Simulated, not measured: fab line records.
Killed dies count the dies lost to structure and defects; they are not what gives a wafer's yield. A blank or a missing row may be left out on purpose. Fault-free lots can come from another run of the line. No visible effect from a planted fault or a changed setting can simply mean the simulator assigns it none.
Struck lot and sound lot, side by side | flow gf180mcu | 14 steps out of a route of 602
Sound: the wafers L281.1, L281.3, L281.6. Wafers struck: L282.1, L282.3, L282.6. The cause is given at the end.
At each step with rows: each side's tool, then ch and its chambers, then its first start. Under that, the readings that differ: sound wafers | struck wafers | difference of the means | sigmas: that difference in standard deviations of wafers without a fault.
alike: readings whose means differ by less than 2 such deviations, and words and numbers that are the same on both sides. not compared: withheld readings, readings that some wafer has no value for, bounds like >300 that may hide the same value, and numbers for which the record gives no deviation and whose values overlap.
The two part at a step that has a row with sigmas, a row that says differs or no value, or rows on one side only. Numbers that don't overlap but have no deviation are shown without sigmas and don't part them. A reading missing from all wafers of one side parts the sides only when that side holds two or more wafers.

first, 1 step without rows for these wafers: GF_CONTACT_CVD_00 (deposits SiO2, target thk 300 nm, time 50 s).
GF_CONTACT_THK_MEAS_01:
  sound on filmMetro-02, day 16 23:02; struck on filmMetro-01, day 17 04:14
  alike: CONTACT_CVD_00_THK
GF_CONTACT_CVD_02: deposits SiO2 from TEOS, target thk 860 nm, time 95.992 s.
  sound on pecvd-03 ch 1,2, day 16 23:06; struck on pecvd-01 ch 0,1, day 17 04:18
  alike: heaterPowerW
GF_CONTACT_THK_MEAS_03:
  sound on filmMetro-02, day 16 23:10; struck on filmMetro-01, day 17 04:22
  alike: CONTACT_CVD_02_THK
GF_CONTACT_CMP_04: polishes SiO2.
  sound on cmp-01 ch 1,2, day 16 23:14; struck on cmp-02 ch 0,2,3, day 17 04:37
  alike: motorCurrentA, slurryFilterDpKPa, timeToEndpointS
GF_CONTACT_BOW_MEAS_05:
  sound on filmMetro-01, day 16 23:32; struck on filmMetro-04, day 17 04:52
  alike: CONTACT_BOW
then, 6 steps without rows for these wafers: GF_CONTACT_DEHYDRATE_06 (time 60 s); GF_CONTACT_HMDS_07 (prime time 60 s); GF_CONTACT_COAT_08; GF_CONTACT_COAT_09 (resist thk 1000 nm); GF_CONTACT_SOFTBAKE_10 (time 60 s); GF_CONTACT_EXPOSE_11 (exposes mask Contact, target cd 220 nm).
GF_CONTACT_PEB_12: peb time 90 s.
  struck on lithoTrack-04, day 18 03:31; sound on lithoTrack-01 ch 0, day 17 22:35
  no value came back on the struck wafers for chillPlateTempC (C), exhaustPa (Pa); on the sound wafers chillPlateTempC (C) reads 23.10 23.24 23.07
then, 1 step without rows for these wafers: GF_CONTACT_DEVELOP_13 (develop time 60 s).

## WHERE THEY PART
GF_CONTACT_PEB_12 only, going by this record.

WHY: whatever the simulator had introduced
Beginning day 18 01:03, the whole step at GF_CONTACT_PEB_12 was skipped on lithoTrack-04. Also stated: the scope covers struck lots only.
